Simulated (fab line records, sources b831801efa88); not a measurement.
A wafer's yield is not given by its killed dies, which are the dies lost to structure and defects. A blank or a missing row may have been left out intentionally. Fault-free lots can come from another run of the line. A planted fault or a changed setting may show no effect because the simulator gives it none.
Code-filled problem report in 8D (eight disciplines) form -- flow gf180mcu -- the parts of the form that need people (team, actions taken, sign-off) are left out

1. WHAT WENT WRONG
Mean of rf_fwd_power_W at GF_M5_ETCH_09: 914 W over 2 wafers from 1 lot, against 785 W (standard deviation 3.8) on wafers with no fault. Relative to the usual mean, that is a shift of +34 standard deviations.
The step: etches Si3N4 in CF4/O2, target depth 52 nm, time 11.6 s.
Earliest sighting: wafer L729.1 on rie_diel-02 at day 28 16:55. At this step, 39 wafers from 13 lots have a number in the record. By rule, "out" or "out of limits" means more than 4 standard deviations away from the usual mean. The rest of the wafers with a number are treated as sound.

2. WHAT IT IS, AND WHAT IT ISN'T
question,is,is not
which readings at this step,"rf_fwd_power_W, oes_product_au",drypump_motor_current_A
which lots,L729,"L722, L723, L724, L725, L726, L727, L733, L738, L740, L741, L744, L745"
which wafers of those lots,"L729.1, L729.6",L729.5
read on which tools,rie_diel-02,"rie_diel-03, rie_diel-04"
when,from day 28 16:55,"up to then (19 sound wafers); but 18 sound wafers of L733, L738, L740, L741, L744, L745 came after"

3. WHAT RULES OUT EACH SUSPECT
Counting: any tool at a process step up to the reading remains a suspect provided it ran every lot that is out. Sound lots after the first of them don't rule it out here, since some wafers of a struck lot are sound.
- plasma_asher-02 at GF_V1_STRIP_18 (strips in O2/N2): kept. The lot that is out, L729, ran on it at day 20 23:41; the last sound lot it ran before that was L727, at day 20 06:38.
- rie_diel-02 at GF_M5_ETCH_09 (etches Si3N4 in CF4/O2, target depth 52 nm, time 11.6 s): kept. The lot that is out, L729, ran on it at day 28 16:55; the last sound lot it ran before that was L726, at day 27 17:01. Its own readings are out on those wafers: oes_product_au, rf_fwd_power_W.
- The sound lot-mates ran in chamber 0 of plasma_asher-02 at GF_V1_STRIP_18, but the wafers that are out ran in chamber 1.
- The sound lot-mates ran in chamber 1 of rie_diel-02 at GF_M5_ETCH_09, but the wafers that are out ran in chamber 2.
What counting leaves: plasma_asher-02 at GF_V1_STRIP_18 and rie_diel-02 at GF_M5_ETCH_09.

4. THE CAUSE (what the simulator had put in)
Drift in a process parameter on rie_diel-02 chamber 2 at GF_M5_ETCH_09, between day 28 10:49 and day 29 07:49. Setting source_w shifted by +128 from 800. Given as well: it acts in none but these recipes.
Counting leaves 2 suspects; this tool is one of them.

5. THE CHAIN OF EFFECTS, in route order
Rows list readings where the struck wafers' mean (over those with a number) sits beyond 3 standard deviations from the usual. Only readings whose record carries a usual standard deviation are examined. hours: median over the lots of the time between each lot's start at the first step of this table that gives one and its start at this step. sigmas: the change, counted in usual standard deviations.
hours,step,reading,usual,on struck wafers,change,sigmas
0,GF_M5_ETCH_09,oes_product_au,1.001 a.u.,1.091,+0.091,+7.0
0,GF_M5_ETCH_09,rf_fwd_power_W,785 W,914,+128,+34
Here are the process steps it includes:
- GF_M5_ETCH_09: etches Si3N4 in CF4/O2, target depth 52 nm, time 11.6 s.

6. HOW IT WOULD HAVE BEEN CAUGHT EARLIER
In this record no reading fell out of limits until day 28 16:55, 6 hours after the fault had begun at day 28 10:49.
